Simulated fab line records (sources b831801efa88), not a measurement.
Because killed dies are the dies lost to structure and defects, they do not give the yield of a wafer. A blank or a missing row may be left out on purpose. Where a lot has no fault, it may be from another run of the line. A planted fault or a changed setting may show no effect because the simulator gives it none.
8D (eight disciplines) problem report, filled in by code / flow sky130 / the parts of the form that need people (team, actions taken, sign-off) are left out

1. THE ISSUE
Mean of strip_time_to_endpoint_s at SKY_METAL3_STRIP_19: 4.69 s across 6 wafers in 2 lots; on wafers with no fault it is 6.55 s (standard deviation 0.066). That is -28 standard deviations from the usual mean.
The step: strips in O2/N2.
The first sign was on wafer L885.1 at day 41 05:08, on plasma_asher-04. The record has a number at this step for 33 wafers belonging to 11 lots. By rule, "out" or "out of limits" means more than 4 standard deviations away from the usual mean. The other wafers with a number count as sound.

2. WHAT IT IS AND WHAT IT IS NOT
question=which readings at this step | is=strip_time_to_endpoint_s, oes_product_au | is not=drypump_motor_current_A
question=which lots | is=L885, L888 | is not=L878, L879, L880, L894, L896, L898, L899, L900, L901
question=which wafers of those lots | is=all that have a number | is not=-
question=read on which tools | is=plasma_asher-01, plasma_asher-04 | is not=plasma_asher-02
question=when | is=from day 41 05:08 | is not=up to then (9 sound wafers); but 18 sound wafers of L894, L896, L898, L899, L900, L901 came after

3. THE SUSPECTS, EACH WITH WHAT RULES IT OUT
Counting: a tool stays on the suspect list if, at a process step up to the reading, it processed all lots that are out and no sound lot following the first of them.
- rie_metal-02 at SKY_METAL3_ETCH_16 (etches BARC in N2/H2, stops on SiO2, time 88.2 s, target depth 60 nm): ruled out as a lasting fault. After its first lot that is out, L885 (day 41 04:50), sound lots L898, L901 ran on it.
- rie_metal-03 at SKY_METAL3_METAL_ETCH_18 (etches the open film in Cl2/BCl3, stops on SiO2, target depth 845 nm, time 183.1 s): ruled out as a lasting fault. After its first lot that is out, L885 (day 41 04:57), sound lots L896 ran on it.
Left after counting: nothing in the record.

4. THE CAUSE (what the simulator had put in)
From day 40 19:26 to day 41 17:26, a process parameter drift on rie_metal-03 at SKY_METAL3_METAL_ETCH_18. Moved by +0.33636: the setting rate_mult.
Counting ruled it out, wrongly: the rule takes a fault to strike every lot that its tool runs from its start on, and this one did not.

5. SEQUENCE OF EFFECTS, ordered by route
One row per reading whose mean, taken over the struck wafers that have a number, lies over 3 standard deviations from the usual. Only readings whose record carries a usual standard deviation are examined. hours: median over the lots of the time between each lot's start at the first step of this table that gives one and its start at this step. sigmas: the change, counted in usual standard deviations.
hours=0; step=SKY_METAL3_STRIP_19; reading=oes_product_au; usual=0.503 a.u.; on struck wafers=0.425; change=-0.078; sigmas=-16
hours=0; step=SKY_METAL3_STRIP_19; reading=strip_time_to_endpoint_s; usual=6.55 s; on struck wafers=4.69; change=-1.86; sigmas=-28
It contains these process steps:
- SKY_METAL3_STRIP_19: strips in O2/N2.

6. HOW IT WOULD HAVE BEEN CAUGHT EARLIER
First out-of-limits reading in this record: day 41 05:08, which is 10 hours after fault onset at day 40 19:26.
An alarm limit of 4 standard deviations would not have fired on the tool readings at SKY_METAL3_METAL_ETCH_18 for which the record gives a usual standard deviation, since none of them was out on any struck wafer.
